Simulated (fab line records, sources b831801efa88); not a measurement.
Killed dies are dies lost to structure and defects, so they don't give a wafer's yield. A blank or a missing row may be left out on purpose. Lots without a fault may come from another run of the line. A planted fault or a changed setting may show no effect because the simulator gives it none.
A struck lot beside a sound one | flow sky130 | 18 steps out of a route of 708
Sound: wafers L261.3, L261.4, L261.6. Struck: wafers L267.1, L267.2, L267.3. The cause comes at the end.
At each step with rows: each side's tool, then ch and its chambers, then its first start. Under that, the readings that differ: sound wafers | struck wafers | difference of the means | sigmas: that difference in standard deviations of wafers without a fault.
alike: readings whose means differ by less than 2 such deviations, and words and numbers that are the same on both sides. not compared: withheld readings, readings that some wafer has no value for, bounds like >300 that may hide the same value, and numbers for which the record gives no deviation and whose values overlap.
The two part at a step that has a row with sigmas, a row that says differs or no value, or rows on one side only. Numbers that don't overlap but have no deviation are shown without sigmas and don't part them. A reading that every wafer of one side lacks parts them only if that side has two wafers or more.

SKY_VIA1_ETCH_15: etches SiO2 in C4F8/O2/Ar, stops on TiN, target depth 351 nm, time 54 s.
  sound on rie_diel-02 ch 1,2,3, day 35 10:24; struck on rie_diel-01 ch 0,2,3, day 36 18:59
  alike: oes_product_au
  not compared: rf_hours_counter_h
SKY_VIA1_STRIP_16: strips in O2/N2.
  sound on plasma_asher-04 ch 0,1, day 35 10:29; struck on plasma_asher-02 ch 0,1, day 36 19:01
  alike: drypump_motor_current_A, oes_product_au, strip_time_to_endpoint_s
  not compared: rf_hours_counter_h
then, 3 steps without rows for these wafers: SKY_VIA1_STRIP_17 (strips in post etch residue remover, time 1200 s); SKY_VIA1_CLEAN_18 (cleans in IPA, time 180 s); SKY_VIA1_CLEAN_19 (cleans in O3/DIW).
SKY_VIA1_SPUTTER_20: material TiN, target thk 20 nm, time 80 s.
  sound on pvd_sputter-04, day 35 11:08; struck on pvd_sputter-02, day 36 19:39
  alike: cathode_dc_power_W, chamber_pressure_pa, throttle_valve_pct
then, 1 step without rows for these wafers: SKY_VIA1_CVD_21 (deposits W, target thk 270 nm, time 80.902 s).
SKY_VIA1_RS_MEAS_22: measures by four-point-probe.
  sound on film_metro-02, day 35 11:20; struck on film_metro-04, day 36 19:48
  alike: VIA1_W_RS
SKY_VIA1_THK_MEAS_23: measures by xrf.
  sound on film_metro-02, day 35 11:26; struck on film_metro-04, day 36 19:55
  alike: VIA1_W_THK
then, 1 step without rows for these wafers: SKY_VIA1_CMP_24 (polishes, stops on SiO2, t overpolish 15 s, target thk 0 nm).
SKY_METAL2_SPUTTER_00: material Ti, target thk 15 nm, time 10 s.
  sound on pvd_sputter-03, day 35 12:16; struck on pvd_sputter-04, day 36 20:40
  alike: cathode_dc_power_W, chamber_pressure_pa, throttle_valve_pct
then, 1 step without rows for these wafers: SKY_METAL2_SPUTTER_01 (material TiN, target thk 20 nm, time 16.7 s).
SKY_METAL2_SPUTTER_02: material AlCu, target thk 250 nm, time 13.3 s.
  sound on pvd_sputter-03, day 35 12:19; struck on pvd_sputter-04, day 36 20:43
  no value came back on the struck wafers for cathode_dc_power_W (W), chamber_pressure_pa (Pa), throttle_valve_pct (%); on the sound wafers cathode_dc_power_W (W) reads 10602 10597 10602
SKY_METAL2_SPUTTER_03: material Ti, target thk 5 nm, time 3.3 s.
  sound on pvd_sputter-03, day 35 12:20; struck on pvd_sputter-04, day 36 20:44
  alike: cathode_dc_power_W, chamber_pressure_pa, throttle_valve_pct
then, 1 step without rows for these wafers: SKY_METAL2_SPUTTER_04 (material TiN, target thk 70 nm, time 58.3 s).
SKY_METAL2_RS_MEAS_05: measures by four-point-probe.
  sound on film_metro-04, day 35 12:26; struck on film_metro-02, day 36 20:49
  reading                 | sound                | struck               | difference | sigmas
  METAL2_ALCU_RS (ohm/sq) | 0.1263 0.1257 0.1249 | 8.5101 8.6187 8.7242 | +8.4920    | +99 or more
SKY_METAL2_THK_MEAS_06: measures by xrf.
  sound on film_metro-04, day 35 12:32; struck on film_metro-02, day 36 20:56
  reading              | sound             | struck         | difference | sigmas
  METAL2_ALCU_THK (nm) | 256.3 254.8 255.7 | <0.3 <0.3 <0.3 | differs    |
then, 1 step without rows for these wafers: SKY_METAL2_DEHYDRATE_07 (time 60 s).

WHERE THEY PART
First at SKY_METAL2_SPUTTER_02; last, within this record, at SKY_METAL2_THK_MEAS_06.

WHY: what the simulator had put in
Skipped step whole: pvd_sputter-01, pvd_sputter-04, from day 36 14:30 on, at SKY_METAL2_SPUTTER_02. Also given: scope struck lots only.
